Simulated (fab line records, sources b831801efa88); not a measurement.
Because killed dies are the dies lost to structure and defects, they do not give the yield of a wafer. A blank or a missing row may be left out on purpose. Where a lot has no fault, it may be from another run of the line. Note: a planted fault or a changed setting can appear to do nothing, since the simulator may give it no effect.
Which tool did it? | flow gf180mcu | 6 lots with 18 wafers sampled at 4 steps, on a route of 602 steps

## WHAT EACH GAUGE READ, for each wafer
GF_VT_IMPLANT_RS_MEAS_46: the measuring method here is four-point-probe.
lot  | measured     | on           | MVSD_RS (ohm/sq)
L926 | day 7 11:31  | filmMetro-03 | 457.0 457.9 458.0
L928 | day 8 18:05  | filmMetro-03 | 457.5 455.8 457.5
L938 | day 11 08:31 | filmMetro-01 | 465.4 464.9 464.7
L941 | day 12 10:46 | filmMetro-01 | 457.4 456.4 457.7
L945 | day 13 09:44 | filmMetro-03 | 456.1 456.8 457.9
L948 | day 14 04:27 | filmMetro-01 | 454.4 455.6 455.9

## WHICH TOOL RAN EACH LOT (tool, then ch and the chambers of the sampled wafers, then the start)
lot  | GF_STI_ETCH_13                   | GF_MVSD_IMPLANT_09              | GF_VT_IMPLANT_RTA_45
L926 | rieDiel-04 ch 0,1, day 2 06:25   | implanter-01 ch 0, day 4 09:03  | rtpAnneal-01 ch 0, day 7 11:25
L928 | rieDiel-02 ch 1,3, day 2 21:25   | implanter-01 ch 0, day 5 09:39  | rtpAnneal-01 ch 0, day 8 17:59
L938 | rieDiel-02 ch 0,1,2, day 4 21:20 | implanter-04 ch 0, day 7 14:15  | rtpAnneal-02 ch 0, day 11 08:25
L941 | rieDiel-04 ch 0,2,3, day 5 11:22 | implanter-01 ch 0, day 8 13:23  | rtpAnneal-01 ch 0, day 12 10:40
L945 | rieDiel-03 ch 0,2, day 6 10:45   | implanter-03 ch 0, day 9 10:56  | rtpAnneal-02 ch 0, day 13 09:37
L948 | rieDiel-04 ch 0,3, day 7 01:59   | implanter-03 ch 0, day 10 03:18 | rtpAnneal-01 ch 0, day 14 04:21
- GF_STI_ETCH_13: etches the open film in CHF3/O2, stops on Si, target depth 282.31 nm, time 112.9 s.
- GF_MVSD_IMPLANT_09
- GF_VT_IMPLANT_RTA_45: time 30 s.

## THE ANSWER, worked out from the rows above alone
Rule: the lots themselves supply what counts as usual. The widest of any qualifying gaps counts: lots, ordered by their means at a reading, are off when they make up no more than a third of the lots, leave a main group of 4 or more, and stand apart from it by 3 or more times the standard deviation of that group's means. If all means in a main group match to the digits the tables above print for the reading, that group is not used. A lot without any number at a reading at which 4 lots or more have one is off too. Any other lot the step has rows for is counted as sound.
Off: L938, seen at GF_VT_IMPLANT_RS_MEAS_46 (MVSD_RS). The main group has a mean of 456.8 ohm/sq with a standard deviation of 0.79.
A tool fits if, at a process step before that reading, it ran every lot that is off, and no sound lot after the first of them. Those tools and the gauges at GF_VT_IMPLANT_RS_MEAS_46 are tried in the same way. 2 tools fit, rieDiel-02 at GF_STI_ETCH_13 and implanter-04 at GF_MVSD_IMPLANT_09, so this cannot tell which one it is.

## WHAT THE SIMULATOR HAD PUT IN
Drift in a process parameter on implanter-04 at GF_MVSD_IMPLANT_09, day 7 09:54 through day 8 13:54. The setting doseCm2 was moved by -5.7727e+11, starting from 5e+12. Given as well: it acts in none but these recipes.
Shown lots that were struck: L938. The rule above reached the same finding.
